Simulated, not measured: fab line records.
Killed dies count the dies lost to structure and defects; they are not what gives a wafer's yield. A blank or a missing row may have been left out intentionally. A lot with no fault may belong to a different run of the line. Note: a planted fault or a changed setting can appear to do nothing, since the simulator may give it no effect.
Matching of chambers | flow sky130 | 4 sister chambers for SKY_VIA1_CMP_02 on cmp-02
The step polishes SiO2. 16 wafers are shown with their chamber, then 8 later ones without.

## WAFERS PAIRED WITH THEIR CHAMBERS
wafer  | chamber | motorCurrentA (A) | headPressurePsi (psi)
L963.1 | 2       | 13.2              | 3.998
L963.2 | 0       | 10.9              | 3.982
L963.3 | 1       | 12.8              | 3.999
L967.1 | 2       | 13.2              | 4.007
L967.2 | 0       | 10.8              | 3.985
L967.6 | 0       | 11.1              | 3.979
L968.1 | 2       | 13.3              | 4.006
L968.3 | 1       | 12.5              | 4.002
L968.6 | 3       | 12.0              | 4.012
L969.2 | 1       | 12.2              | 4.000
L969.3 | 0       | 10.6              | 4.018
L969.6 | 0       | 11.0              | 3.989
L973.3 | 1       | 12.1              | 4.019
L973.5 | 2       | 12.9              | 3.999
L973.6 | 3       | 11.3              | 4.002
L974.1 | 0       | 11.1              | 4.001

SIGNATURES (averages over the wafers above)
reading         | chamber 0 | chamber 1 | chamber 2 | chamber 3 | scatter within a chamber
motorCurrentA   | 10.917    | 12.400    | 13.150    | 11.650    | 0.262
headPressurePsi | 3.99233   | 4.00500   | 4.00250   | 4.00700   | 0.011
Rule: distance of a wafer from a chamber = root of the sum over the readings of ((wafer's reading minus chamber's mean) / reading's scatter) squared. The wafer belongs to the nearest chamber; if the next one is less than 2 further off, it can't be placed. The scatter: take each reading less its chamber's mean, square it, sum over the shown wafers, divide by the number of wafers less the number of chambers, and take the root.

## WAFERS WITH NO CHAMBER GIVEN
wafer  | motorCurrentA (A) | headPressurePsi (psi)
L974.2 | 13.0              | 4.003
L974.3 | 12.3              | 3.989
L980.1 | 11.5              | 3.999
L980.4 | 13.7              | 4.003
L980.6 | 11.4              | 3.994
L982.3 | 11.6              | 3.998
L982.4 | 13.0              | 4.024
L982.5 | 14.0              | 4.010

## CHAMBER TAKEN BY EACH
wafer  | from the rows above          | in truth
L974.2 | can't be placed: 2 or 1      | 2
L974.3 | can't be placed: 1 or 3 or 2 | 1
L980.1 | can't be placed: 3 or 0      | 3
L980.4 | 2                            | 2
L980.6 | can't be placed: 3 or 0      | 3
L982.3 | can't be placed: 3 or 0      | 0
L982.4 | can't be placed: 2 or 1      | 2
L982.5 | 2                            | 2
Correct placement for 2 of the 8. Cannot be placed on the basis of these rows: 6; the candidates contain the true chamber in 6. 0 placed wrongly.
